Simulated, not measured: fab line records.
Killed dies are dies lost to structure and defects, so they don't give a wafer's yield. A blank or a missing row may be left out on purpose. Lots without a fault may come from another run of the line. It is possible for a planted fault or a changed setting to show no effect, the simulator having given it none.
Chamber matching    flow gf180mcu    3 sister chambers for GF_CONTACT_CVD_02 on pecvd-01
The step deposits SiO2 from TEOS, target thk 860 nm, time 95.992 s. 14 wafers are shown with their chamber, then 7 later ones without.

== WAFERS WITH THEIR CHAMBER ==
wafer   chamber  heater-power-w (W)
L502.1  1        836
L502.2  0        817
L502.5  0        876
L503.2  2        680
L503.5  2        741
L503.6  1        725
L504.1  1        831
L504.2  0        778
L504.6  0        884
L506.1  2        760
L506.2  1        852
L506.3  0        855
L507.3  2        756
L507.4  1        889

SIGNATURES, as means of the wafers listed above
reading         chamber 0  chamber 1  chamber 2  scatter within a chamber
heater-power-w  842.00     826.60     734.25     49.5
Rule: distance of a wafer from a chamber = root of the sum over the readings of ((wafer's reading minus chamber's mean) / reading's scatter) squared. If the next closest chamber is less than 2 further off than the closest, the wafer can't be placed; otherwise it belongs to the closest. The scatter: take each reading less its chamber's mean, square it, sum over the shown wafers, divide by the number of wafers less the number of chambers, and take the root.

== WAFERS MISSING THEIR CHAMBER ==
wafer   heater-power-w (W)
L507.6  713
L516.3  776
L516.4  856
L516.6  761
L520.3  655
L520.4  917
L520.6  723

== CHAMBER TAKEN BY EACH ==
wafer   from the rows above           in truth
L507.6  can't be placed: 2 or 1       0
L516.3  can't be placed: 2 or 1 or 0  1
L516.4  can't be placed: 0 or 1       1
L516.6  can't be placed: 2 or 1 or 0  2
L520.3  can't be placed: 2 or 1       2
L520.4  can't be placed: 0 or 1       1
L520.6  can't be placed: 2 or 1       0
0 of 7 placed correctly. Cannot be placed on the basis of these rows: 7; the candidates contain the true chamber in 5. Placed wrongly: 0.
